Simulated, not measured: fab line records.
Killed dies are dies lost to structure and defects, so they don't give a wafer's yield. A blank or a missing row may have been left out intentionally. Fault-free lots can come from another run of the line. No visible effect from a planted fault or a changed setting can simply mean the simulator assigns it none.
A lot that was struck, set against a sound lot    flow gf180mcu    44 steps out of a route of 602
Sound: the wafers L257.2, L257.4, L257.5. Struck: wafer L262.1; the same lot's L262.6 was not struck, so it is left out; see the end for the cause.
For every step that has rows: the tool of each side, followed by ch and its chambers, followed by its first start. Under that, the readings that differ: sound wafers    struck wafers    difference of the means    sigmas: that difference in standard deviations of wafers without a fault.
alike: a reading whose means differ by less than 2 such deviations, as well as words and numbers matching on both sides. not compared: withheld readings; readings where some wafer has no value; bounds like >300 that might hide an equal value; numbers whose values overlap and for which the record gives no deviation.
The two part at a step that has a row with sigmas, a row that says differs or no value, or rows on one side only. Numbers that have no deviation but don't overlap get no sigmas and don't part them. Lack of a reading on every wafer of one side parts them only where that side has two or more wafers.

first, 4 steps without rows for these wafers: GF_V1_STRIP_19 (strips in post etch residue remover, time 1200 s); GF_V1_CLEAN_20 (cleans in DIW); GF_V1_SPUTTER_21 (material Ti, target thk 15 nm, time 80.02 s); GF_V1_SPUTTER_22 (material TiN, target thk 10 nm, time 40 s).
GF_V1_CVD_23: deposits W, target thk 350 nm, time 105.05 s.
  sound on cvdW-02 ch 0, day 19 07:25; struck on cvdW-01 ch 0, day 21 00:16
reading           sound        struck  difference  sigmas
heaterPowerW (W)  758 752 740  912     +162        +3
GF_V1_RS_MEAS_24: a four-point-probe measurement.
  sound on filmMetro-03, day 19 07:34; struck on filmMetro-01, day 21 00:23
  alike: V1_W_RS
GF_V1_THK_MEAS_25: measures by xrf.
  sound on filmMetro-03, day 19 07:40; struck on filmMetro-01, day 21 00:31
  alike: V1_W_THK
GF_V1_CMP_26: polishes, stops on SiO2, t overpolish 15 s, target thk 0 nm.
  sound on cmp-01 ch 0,3, day 19 07:43; struck on cmp-02 ch 0, day 21 00:43
  alike: motorCurrentA, overpolishRunS, retainingRingPressureFrac, timeToEndpointS
then, 1 step without rows for these wafers: GF_M2_SPUTTER_00 (material Ti, target thk 37.5 nm, time 150 s).
GF_M2_SPUTTER_01: material TiN, target thk 30 nm, time 25 s.
  sound on pvdSputter-01, day 19 08:07; struck on pvdSputter-01, day 21 00:58
  alike: throttleValvePct
GF_M2_SPUTTER_02: material AlCu, target thk 450 nm, time 23.9 s.
  sound on pvdSputter-01, day 19 08:09; struck on pvdSputter-01, day 21 01:00
  alike: throttleValvePct
GF_M2_SPUTTER_03: material Ti, target thk 10 nm, time 6.7 s.
  sound on pvdSputter-01, day 19 08:11; struck on pvdSputter-01, day 21 01:02
  alike: throttleValvePct
GF_M2_SPUTTER_04: material TiN, target thk 50 nm, time 41.7 s.
  sound on pvdSputter-01, day 19 08:12; struck on pvdSputter-01, day 21 01:03
reading                                sound              struck  difference  sigmas
model.TiN_of_M2_SPUTTER_04.thkNm (nm)  50.29 51.46 50.43  43.63   -7.10       
  alike: throttleValvePct
GF_M2_RS_MEAS_05: a four-point-probe measurement.
  sound on filmMetro-03, day 19 08:16; struck on filmMetro-01, day 21 01:05
  alike: M2_ALCU_RS
GF_M2_THK_MEAS_06: measures by xrf.
  sound on filmMetro-03, day 19 08:22; struck on filmMetro-01, day 21 01:13
  alike: M2_ALCU_THK
then, 7 steps without rows for these wafers: GF_M2_DEHYDRATE_07 (time 60 s); GF_M2_HMDS_08 (prime time 60 s); GF_M2_COAT_09 (resist thk 1000 nm); GF_M2_SOFTBAKE_10 (time 60 s); GF_M2_EXPOSE_11 (exposes mask Metal2, target cd 280 nm); GF_M2_PEB_12 (peb time 90 s); GF_M2_DEVELOP_13 (develop time 60 s).
GF_M2_CD_MEAS_14: the cd target is 280 nm.
  sound on cdSem-01, day 20 08:28; struck on cdSem-01, day 22 00:25
  alike: cdNm
GF_M2_OVL_MEAS_15:
  sound on overlay-01, day 20 08:34; struck on overlay-02, day 22 00:32
  alike: M2_OVL
then, 5 steps without rows for these wafers: GF_M2_METAL_ETCH_16 (etches the open film in Cl2/BCl3, stops on SiO2, target depth 750.8 nm, time 125.1 s); GF_M2_STRIP_17 (strips in O2/N2); GF_M2_STRIP_18 (strips in post etch residue remover, time 1200 s); GF_M2_CLEAN_19 (cleans in DIW); GF_V2_CVD_00 (deposits SiO2, target thk 600 nm, time 100 s).
GF_V2_THK_MEAS_01:
  sound on filmMetro-02, day 20 09:21; struck on filmMetro-02, day 22 01:18
  alike: V2_CVD_00_THK
then, 1 step without rows for these wafers: GF_V2_CVD_02 (deposits SiO2 from TEOS, target thk 850 nm, time 94.851 s).
GF_V2_THK_MEAS_03:
  sound on filmMetro-02, day 20 09:29; struck on filmMetro-04, day 22 01:26
  alike: V2_CVD_02_THK
then, 1 step without rows for these wafers: GF_V2_CMP_04 (polishes SiO2).
GF_V2_BOW_MEAS_05:
  sound on filmMetro-02, day 20 09:51; struck on filmMetro-03, day 22 01:47
  alike: V2_BOW
then, 8 steps without rows for these wafers: GF_V2_DEHYDRATE_06 (time 60 s); GF_V2_HMDS_07 (prime time 60 s); GF_V2_COAT_08; GF_V2_COAT_09 (resist thk 1000 nm); GF_V2_SOFTBAKE_10 (time 60 s); GF_V2_EXPOSE_11 (exposes mask Via2, target cd 260 nm); GF_V2_PEB_12 (peb time 90 s); GF_V2_DEVELOP_13 (develop time 60 s).
GF_V2_STRIP_19: strips in post etch residue remover, time 1200 s.
  sound on wetBench-02 ch 3, day 21 10:26; struck on wetBench-03 ch 3, day 23 01:07
reading                                sound              struck  difference  sigmas
model.TiN_of_M2_SPUTTER_04.thkNm (nm)  49.44 50.62 49.58  42.79   -7.09       
-- the record jumps here: 8 days lie between the struck wafers' starts before and after (it left off in module V2 and takes up again in module PASSIVATION, whose first step shown is number 602 of the route) --
GF_PASSIVATION_PROBE_99:
  only the struck wafers here have rows in the record (prober-01, day 31 07:20); the sound ones have none

WHERE THEY PART
Last at GF_PASSIVATION_PROBE_99 as far as this record goes, first at GF_V1_CVD_23.

WHY: what the simulator had put in
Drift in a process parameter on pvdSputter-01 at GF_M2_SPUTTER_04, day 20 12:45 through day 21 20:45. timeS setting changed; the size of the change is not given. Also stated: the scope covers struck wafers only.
